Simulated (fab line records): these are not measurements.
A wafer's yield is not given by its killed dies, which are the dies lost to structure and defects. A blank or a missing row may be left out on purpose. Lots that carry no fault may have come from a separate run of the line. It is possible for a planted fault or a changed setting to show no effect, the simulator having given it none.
A lot that was struck, set against a sound lot -- flow sky130 -- 24 out of 708 route steps
Sound: these wafers, L957.1, L957.4, L957.6. Struck: wafer L962.3 (left out: L962.2, a lot-mate that was not struck); the cause follows at the end.
Each step with rows lists, per side, the tool, then ch with its chambers, then its first start. Under that, the readings that differ: sound wafers -- struck wafers -- difference of the means -- sigmas: that difference in standard deviations of wafers without a fault.
alike: a reading whose means differ by less than 2 such deviations, as well as words and numbers matching on both sides. not compared: withheld readings; readings where some wafer has no value; bounds like >300 that might hide an equal value; numbers whose values overlap and for which the record gives no deviation.
The two part at a step that has a row with sigmas, a row that says differs or no value, or rows on one side only. Non-overlapping numbers with no deviation appear without sigmas and do not part them. Lack of a reading on every wafer of one side parts them only where that side has two or more wafers.

first, 4 steps without rows for these wafers: SKY_CAPM_SOFTBAKE_08 (time 60 s); SKY_CAPM_EXPOSE_09 (exposes mask CAPM, target cd 1000 nm); SKY_CAPM_PEB_10; SKY_CAPM_DEVELOP_11 (develop time 60 s).
SKY_CAPM_OVL_MEAS_12:
  sound: overlay-01 at day 38 22:05; struck: overlay-02 at day 40 19:15
  alike: CAPM_OVL
SKY_CAPM_METAL_ETCH_13: etches TiN in Cl2/BCl3, stops on SiO2, target depth 220 nm, time 62.9 s.
  sound on rie-metal-03 ch 0, day 38 22:08; struck on rie-metal-03 ch 1, day 40 19:17
reading,sound,struck,difference,sigmas
oes-product-au (a.u.),0.937 0.928 0.941,0.953,+0.018,+2
  alike: drypump-motor-current-A, rf-fwd-power-W, throttle-valve-pct
  not compared: rf-hours-counter-h
SKY_CAPM_STRIP_14: strips in O2/N2.
  sound on plasma-asher-04 ch 0,1, day 38 22:13; struck on plasma-asher-04 ch 0, day 40 19:22
  alike: drypump-motor-current-A, oes-product-au, strip-time-to-endpoint-s
  not compared: rf-hours-counter-h
then, 5 steps without rows for these wafers: SKY_CAPM_STRIP_15 (strips in post etch residue remover, time 1200 s); SKY_CAPM_CLEAN_16 (cleans in IPA, time 180 s); SKY_CAPM_CLEAN_17 (cleans in O3/DIW); SKY_METAL3_DEHYDRATE_05 (time 60 s); SKY_METAL3_HMDS_06 (prime time 60 s).
SKY_METAL3_COAT_07: resist thk 60 nm.
  sound on litho-track-02 ch 0, day 39 10:31; struck on litho-track-02 ch 0, day 41 07:47
  alike: exhaust-pa
then, 5 steps without rows for these wafers: SKY_METAL3_COAT_08 (resist thk 1140 nm); SKY_METAL3_SOFTBAKE_09 (time 90 s); SKY_METAL3_EXPOSE_10 (exposes mask MM3, target cd 300 nm); SKY_METAL3_PEB_11; SKY_METAL3_DEVELOP_12 (develop time 60 s).
SKY_METAL3_CD_MEAS_13: target cd 300 nm.
  sound: cd-sem-01 at day 39 23:40; struck: cd-sem-02 at day 41 20:04
  alike: cd-nm
SKY_METAL3_OVL_MEAS_14:
  sound: overlay-01 at day 39 23:47; struck: overlay-02 at day 41 20:10
  alike: METAL3_OVL
SKY_METAL3_DESCUM_15: chemistry O2, time 8 s.
  sound on rie-metal-01 ch 0,1, day 39 23:49; struck on rie-metal-03 ch 1, day 41 20:12
  alike: drypump-motor-current-A, oes-product-au, rf-fwd-power-W
  not compared: rf-hours-counter-h
SKY_METAL3_ETCH_16: etches BARC in N2/H2, stops on SiO2, time 88.2 s, target depth 60 nm.
  sound on rie-metal-01 ch 0,1, day 39 23:51; struck on rie-metal-03 ch 1, day 41 20:14
reading,sound,struck,difference,sigmas
oes-product-au (a.u.),0.617 0.623 0.626,0.604,-0.018,-4
model.etch.depth-nm (nm),59.95 59.87 59.97,55.07,-4.86,
  alike: drypump-motor-current-A, h2-flow-sccm, rf-fwd-power-W, throttle-valve-pct
  not compared: rf-hours-counter-h
SKY_METAL3_ETCH_17: etches SiO2 in C4F8/O2/Ar, stops on TiN, time 3.9 s, target depth 15 nm.
  sound on rie-diel-04 ch 0,1,2, day 39 23:56; struck on rie-diel-03 ch 0, day 41 20:20
  alike: oes-product-au, rf-fwd-power-W
  not compared: rf-hours-counter-h
-- the record jumps here: 7 days lie between the struck wafers' starts before and after (it left off in module METAL3 and takes up again in module PAD_OPEN, whose first step shown is number 708 of the route) --
SKY_PAD_OPEN_PROBE_99:
  rows exist in the record for the struck wafers here (prober-02, day 48 11:57), but not for the sound ones

== WHERE THEY PART ==
First at SKY_CAPM_METAL_ETCH_13; last, within this record, at SKY_PAD_OPEN_PROBE_99.

WHY: what the simulator had put in
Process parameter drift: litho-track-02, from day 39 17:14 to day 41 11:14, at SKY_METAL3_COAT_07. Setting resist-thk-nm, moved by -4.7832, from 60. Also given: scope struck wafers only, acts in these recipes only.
